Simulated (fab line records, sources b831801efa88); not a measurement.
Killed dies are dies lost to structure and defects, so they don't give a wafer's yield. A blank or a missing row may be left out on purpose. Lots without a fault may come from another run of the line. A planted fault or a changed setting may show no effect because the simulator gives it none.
Chamber matching | flow sky130 | SKY_METAL3_ETCH_17 on rie_diel-03: 4 sister chambers
The step etches SiO2 in C4F8/O2/Ar, stops on TiN, time 3.9 s, target depth 15 nm. 4 wafers are shown with their chamber, then 8 later ones without.

WAFERS WITH THEIR CHAMBER
wafer  | chamber | chamber_pressure_mTorr (mTorr)
L077.4 | 3       | 40.04
L089.1 | 0       | 40.00
L089.5 | 2       | 40.03
L088.1 | 1       | 40.04

WAFERS WITHOUT THEIR CHAMBER
wafer  | chamber_pressure_mTorr (mTorr)
L088.3 | 40.03
L088.5 | 39.97
L092.1 | 40.01
L092.3 | 40.02
L092.4 | 40.03
L095.3 | 39.97
L095.5 | 39.96
L095.6 | 40.02

WHICH CHAMBER EACH WENT THROUGH
wafer  | from the rows above               | in truth
L088.3 | can't be placed: 2 or 1 or 3 or 0 | 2
L088.5 | can't be placed: 0 or 2 or 1 or 3 | 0
L092.1 | can't be placed: 0 or 2 or 1 or 3 | 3
L092.3 | can't be placed: 2 or 1 or 3 or 0 | 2
L092.4 | can't be placed: 2 or 1 or 3 or 0 | 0
L095.3 | can't be placed: 0 or 2 or 1 or 3 | 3
L095.5 | can't be placed: 0 or 2 or 1 or 3 | 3
L095.6 | can't be placed: 2 or 1 or 3 or 0 | 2
Placed correctly: 0 of 8. Can't be placed from these rows: 8 (the true chamber is among the candidates in 8). Placed wrongly: 0.
How it was worked out, from the rows above alone: a wafer's distance from a chamber is the root of the sum, over the readings, of the square of ((its reading less the chamber's mean) divided by the reading's scatter). The wafer belongs to the nearest chamber; if the next one is less than 2 further off, it can't be placed. A chamber's mean is the mean of its shown wafers. The scatter: with one shown wafer a chamber, the root of the mean of the squares of how far each hidden wafer lies from its nearest shown one.
